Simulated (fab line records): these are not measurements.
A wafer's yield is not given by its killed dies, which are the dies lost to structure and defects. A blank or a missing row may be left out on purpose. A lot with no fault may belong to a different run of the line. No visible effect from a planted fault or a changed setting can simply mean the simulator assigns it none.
Which tool is to blame? -- flow gf180mcu -- 42 wafers from 14 lots sampled at 2 of the route's 602 steps

## WHAT THE GAUGES READ, wafer by wafer
GF_NSD_OVL_MEAS_08.
lot,measured,on,NSD_OVL (nm)
L207,day 13 08:48,overlay-02,1.9 0.5 1.0
L208,day 13 16:09,overlay-02,1.4 1.9 -0.7
L209,day 13 18:37,overlay-02,2.4 3.5 0.9
L213,day 15 13:44,overlay-02,3.8 3.9 4.2
L215,day 16 00:45,overlay-01,0.7 2.0 -0.2
L216,day 16 12:54,overlay-01,2.8 3.4 3.4
L217,day 16 17:45,overlay-01,2.5 0.5 2.1
L219,day 17 12:35,overlay-01,1.8 2.3 2.0
L220,day 17 15:50,overlay-02,2.1 2.1 2.8
L223,day 18 13:02,overlay-01,0.2 0.8 2.5
L225,day 19 05:12,overlay-02,0.1 0.6 1.3
L228,day 20 04:47,overlay-01,1.3 0.4 0.6
L229,day 20 13:50,overlay-01,2.6 0.3 1.4
L230,day 20 18:12,overlay-01,0.6 -1.1 1.2

GF_PSD_TW_MEAS_11.
lot,measured,on,PSD_TW
L207,day 14 04:47,filmMetro-02,3206 3170 3186
L208,day 14 13:02,filmMetro-04,3121 3121 3123
L209,day 14 15:27,filmMetro-03,3169 3176 3182
L213,day 16 11:38,filmMetro-03,3160 3154 3162
L215,day 16 22:54,filmMetro-02,3195 3189 3185
L216,day 17 11:48,filmMetro-04,3129 3144 3131
L217,day 17 16:36,filmMetro-03,3186 3186 3189
L219,day 18 12:05,filmMetro-04,3185 3174 3182
L220,day 18 16:23,filmMetro-02,3203 3203 3216
L223,day 19 13:55,filmMetro-02,3225 3205 3217
L225,day 20 06:53,filmMetro-04,3153 3162 3176
L228,day 21 05:50,filmMetro-02,3173 3174 3189
L229,day 21 15:26,filmMetro-02,3182 3181 3171
L230,day 21 20:07,filmMetro-02,3191 3189 3198

## EACH LOT AND THE TOOL THAT RAN IT (in order: tool; ch and the chambers of the sampled wafers; start)
The record shows no process step preceding these readings.

## WHAT THE TOOLS THEMSELVES READ (means of the sampled wafers that have a number; where no wafer has one, the mark that the record gives instead)
The record holds no such reading with a usual standard deviation.

## THE ANSWER, worked out from the rows above alone
Rule: usual is defined by the lots themselves. The widest of any qualifying gaps counts: lots, ordered by their means at a reading, are off when they make up no more than a third of the lots, leave a main group of 4 or more, and stand apart from it by 3 or more times the standard deviation of that group's means. If all means in a main group match to the digits the tables above print for the reading, that group is not used. A lot without any number at a reading at which 4 lots or more have one is off too. Any other lot the step has rows for is counted as sound. After the gauges, taken in route order, come the tools' own readings; for these a lot's mean is taken, as printed above. At the first step where some lot is off, the reading lying furthest off is the one used; lots without a number count as furthest.
No lot is off on any of the readings shown, so nothing can be concluded from this.

## WHAT THE SIMULATOR PUT IN
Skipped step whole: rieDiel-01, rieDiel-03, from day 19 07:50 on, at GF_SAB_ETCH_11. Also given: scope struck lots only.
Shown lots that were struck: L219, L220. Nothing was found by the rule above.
